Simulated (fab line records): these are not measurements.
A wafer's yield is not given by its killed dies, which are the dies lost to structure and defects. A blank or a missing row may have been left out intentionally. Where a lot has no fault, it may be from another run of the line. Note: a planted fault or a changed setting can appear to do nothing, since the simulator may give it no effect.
A struck lot beside a sound one | flow sky130 | 16 out of 708 route steps
Sound: the wafers L603.1, L603.5, L603.6. Struck: wafer L615.3 (left out: L615.2, L615.6 of the same lot, which were not struck); the cause appears at the end.
Per side, at each step with rows, come the tool, then ch with its chambers, and then its first start. Under that, the readings that differ: sound wafers | struck wafers | difference of the means | sigmas: that difference in standard deviations of wafers without a fault.
alike: a reading whose means differ by less than 2 such deviations, as well as words and numbers matching on both sides. not compared: withheld readings; readings where some wafer has no value; bounds like >300 that might hide an equal value; numbers whose values overlap and for which the record gives no deviation.
The two part at a step that has a row with sigmas, a row that says differs or no value, or rows on one side only. When numbers do not overlap yet have no deviation, they are printed without sigmas and do not part them. A reading missing from all wafers of one side parts the sides only when that side holds two or more wafers.

first, 2 steps without rows for these wafers: SKY_METAL3_PEB_11; SKY_METAL3_DEVELOP_12 (develop time 60 s).
SKY_METAL3_CD_MEAS_13 targets a cd of 300 nm.
  struck on cdSem-01, day 42 12:39; sound on cdSem-02, day 39 08:59
  alike: cdNm
SKY_METAL3_OVL_MEAS_14:
  struck on overlay-02, day 42 12:45; sound on overlay-02, day 39 09:06
  alike: METAL3_OVL
SKY_METAL3_DESCUM_15: chemistry O2, time 8 s.
  sound on rieMetal-02 ch 0,1, day 39 09:08; struck on rieMetal-03 ch 0, day 42 12:47
  alike: drypumpMotorCurrentA, oesProductAu, tempC
  not compared: rfHoursCounterH
SKY_METAL3_ETCH_16: etches BARC in N2/H2, stops on SiO2, time 88.2 s, target depth 60 nm.
  sound on rieMetal-02 ch 0,1, day 39 09:10; struck on rieMetal-03 ch 0, day 42 12:49
reading             | sound             | struck | difference | sigmas
oesProductAu (a.u.) | 0.634 0.619 0.627 | 0.615  | -0.012     | -2
  alike: drypumpMotorCurrentA, throttleValvePct
  not compared: rfHoursCounterH
SKY_METAL3_ETCH_17: etches SiO2 in C4F8/O2/Ar, stops on TiN, time 3.9 s, target depth 15 nm.
  sound on rieDiel-01 ch 1,2,3, day 39 09:16; struck on rieDiel-02 ch 0, day 42 12:55
  alike: oesProductAu
  not compared: rfHoursCounterH
then, 1 step without rows for these wafers: SKY_METAL3_METAL_ETCH_18 (etches the open film in Cl2/BCl3, stops on SiO2, target depth 845 nm, time 183.1 s).
SKY_METAL3_STRIP_19: strips in O2/N2.
  sound on plasmaAsher-03 ch 0,1, day 39 09:28; struck on plasmaAsher-01 ch 1, day 42 13:07
  alike: drypumpMotorCurrentA, oesProductAu, stripTimeToEndpointS
  not compared: rfHoursCounterH
then, 3 steps without rows for these wafers: SKY_METAL3_STRIP_20 (strips in post etch residue remover, time 1200 s); SKY_METAL3_CLEAN_21 (cleans in IPA, time 180 s); SKY_METAL3_CLEAN_22 (cleans in O3/DIW).
SKY_VIA3_HDPCVD_00: deposits SiO2, target thk 1635 nm, time 272.5 s.
  sound on hdpcvd-01 ch 0,1, day 39 10:04; struck on hdpcvd-02 ch 1, day 42 13:43
reading                                 | sound             | struck | difference | sigmas
runLengthS (s)                          | 300.5 300.6 300.5 | 328.5  | +28.0      | +87
model.SiO2_of_VIA3_HDPCVD_00.thkNm (nm) | 1606 1600 1642    | 1825   | +209       | 
SKY_VIA3_THK_MEAS_01:
  struck on filmMetro-01, day 42 13:53; sound on filmMetro-04, day 39 10:14
reading              | sound          | struck | difference | sigmas
VIA3_HDPCVD_THK (nm) | 1606 1601 1642 | 1824   | +208       | +13
SKY_VIA3_CMP_02: polishes SiO2.
  sound on cmp-02 ch 1,2, day 39 10:20; struck on cmp-01 ch 2, day 42 14:02
  alike: motorCurrentA, platenRpm
-- the record jumps here: 6 days lie between the struck wafers' starts before and after (it left off in module VIA3 and takes up again in module PAD_OPEN, whose first step shown is number 708 of the route) --
SKY_PAD_OPEN_PROBE_99:
  struck on prober-01, day 49 01:34; sound on prober-01, day 46 12:53
  alike: defectLimitedYield, killed_at_M0_to_M3, killed_at_M4_up, killedAtContacts, killedAtFrontEnd, killedAtOther, killedDies, killedOpen, killedShort, sort_bin_3_pad_short, sort_bin_5_function, sort_bin_6_memory, sortNPass, sortYieldPct

## WHERE THEY PART
Earliest at SKY_METAL3_ETCH_16; latest, in this record, at SKY_VIA3_THK_MEAS_01. Later steps at which nothing parts them and some readings are alike: SKY_VIA3_CMP_02, SKY_PAD_OPEN_PROBE_99.

WHY: whatever the simulator had introduced
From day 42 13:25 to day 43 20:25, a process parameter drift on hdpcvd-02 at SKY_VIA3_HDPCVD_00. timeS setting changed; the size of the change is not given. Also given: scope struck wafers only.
